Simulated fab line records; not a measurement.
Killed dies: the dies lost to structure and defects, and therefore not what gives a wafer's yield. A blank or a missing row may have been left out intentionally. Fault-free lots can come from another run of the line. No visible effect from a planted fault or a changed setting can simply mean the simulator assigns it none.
A lot that was struck, set against a sound lot | flow gf180mcu | 15 out of 602 route steps
Sound: the wafers L917.2, L917.3, L917.6. Struck: wafers L930.2, L930.6. (L930.3 of the same lot was not struck and is left out.) The cause comes at the end.
At each step with rows: each side's tool, then ch and its chambers, then its first start. Under that, the readings that differ: sound wafers | struck wafers | difference of the means | sigmas: that difference in standard deviations of wafers without a fault.
alike: readings whose means differ by less than 2 such deviations, and words and numbers that are the same on both sides. not compared: withheld readings, readings that some wafer has no value for, bounds like >300 that may hide the same value, and numbers for which the record gives no deviation and whose values overlap.
Wherever a step has rows on one side only, a row that says differs or no value, or a row with sigmas, the two part there. When numbers do not overlap yet have no deviation, they are printed without sigmas and do not part them. Lack of a reading on every wafer of one side parts them only where that side has two or more wafers.

GF_V4_SPUTTER_22: material TiN, target thk 10 nm, time 40 s.
  sound: pvd-sputter-03 at day 24 09:11; struck: pvd-sputter-01 at day 28 15:53
  alike: throttle-valve-pct
then, 1 step without rows for these wafers: GF_V4_CVD_23 (deposits W, target thk 350 nm, time 104.9 s).
GF_V4_RS_MEAS_24: uses a four-point probe to measure.
  sound: film-metro-01 at day 24 09:22; struck: film-metro-01 at day 28 16:04
  alike: V4_W_RS
GF_V4_THK_MEAS_25: measures by xrf.
  sound: film-metro-01 at day 24 09:28; struck: film-metro-01 at day 28 16:10
  reading       | sound       | struck  | difference | sigmas
  V4_W_THK (nm) | 357 361 354 | 344 346 | -12        | -2
then, 3 steps without rows for these wafers: GF_V4_CMP_26 (polishes, stops on SiO2, t overpolish 15 s, target thk 0 nm); GF_MIM_SPUTTER_00 (material Ti, target thk 37.5 nm, time 150 s); GF_MIM_SPUTTER_01 (material TiN, target thk 30 nm, time 25 s).
GF_MIM_SPUTTER_02: material AlCu, target thk 450 nm, time 23.9 s.
  sound: pvd-sputter-01 at day 24 09:57; struck: pvd-sputter-01 at day 28 16:39
  alike: throttle-valve-pct
GF_MIM_SPUTTER_03: material Ti, target thk 10 nm, time 6.7 s.
  sound: pvd-sputter-01 at day 24 09:59; struck: pvd-sputter-01 at day 28 16:41
  alike: substrate-temp-c, throttle-valve-pct
GF_MIM_SPUTTER_04: material TiN, target thk 50 nm, time 41.7 s.
  sound: pvd-sputter-01 at day 24 10:00; struck: pvd-sputter-01 at day 28 16:42
  alike: throttle-valve-pct
GF_MIM_CVD_05: deposits Si3N4, target thk 42 nm, time 29.086 s.
  sound on pecvd-03 ch 1,2, day 24 10:02; struck on pecvd-02 ch 1, day 28 16:44
  alike: heater-power-outer-w, heater-power-w, rf-fwd-power-W
  not compared: since-wet-clean-h
GF_MIM_THK_MEAS_06:
  sound: film-metro-03 at day 24 10:05; struck: film-metro-03 at day 28 16:47
  reading             | sound          | struck    | difference | sigmas
  MIM_CVD_05_THK (nm) | 41.6 41.7 42.6 | 40.3 41.0 | -1.3       | -2
GF_MIM_SPUTTER_07: material TiN, target thk 60 nm, time 50 s.
  sound: pvd-sputter-03 at day 24 10:08; struck: pvd-sputter-03 at day 28 16:50
  reading                                 | sound            | struck     | difference | sigmas
  model.TiN_of_MIM_SPUTTER_07.thk-nm (nm) | 59.5 58.92 59.43 | 64.9 65.58 | +6.0       |
  alike: throttle-valve-pct
then, 1 step without rows for these wafers: GF_MIM_SPUTTER_08 (material AlCu, target thk 200 nm, time 10.6 s).
GF_PASSIVATION_PROBE_99:
  the record has rows for the sound wafers here (prober-01, day 28 23:12) and none for the struck ones

WHERE THEY PART
Last at GF_PASSIVATION_PROBE_99 as far as this record goes, first at GF_V4_THK_MEAS_25.

WHY: whatever the simulator had introduced
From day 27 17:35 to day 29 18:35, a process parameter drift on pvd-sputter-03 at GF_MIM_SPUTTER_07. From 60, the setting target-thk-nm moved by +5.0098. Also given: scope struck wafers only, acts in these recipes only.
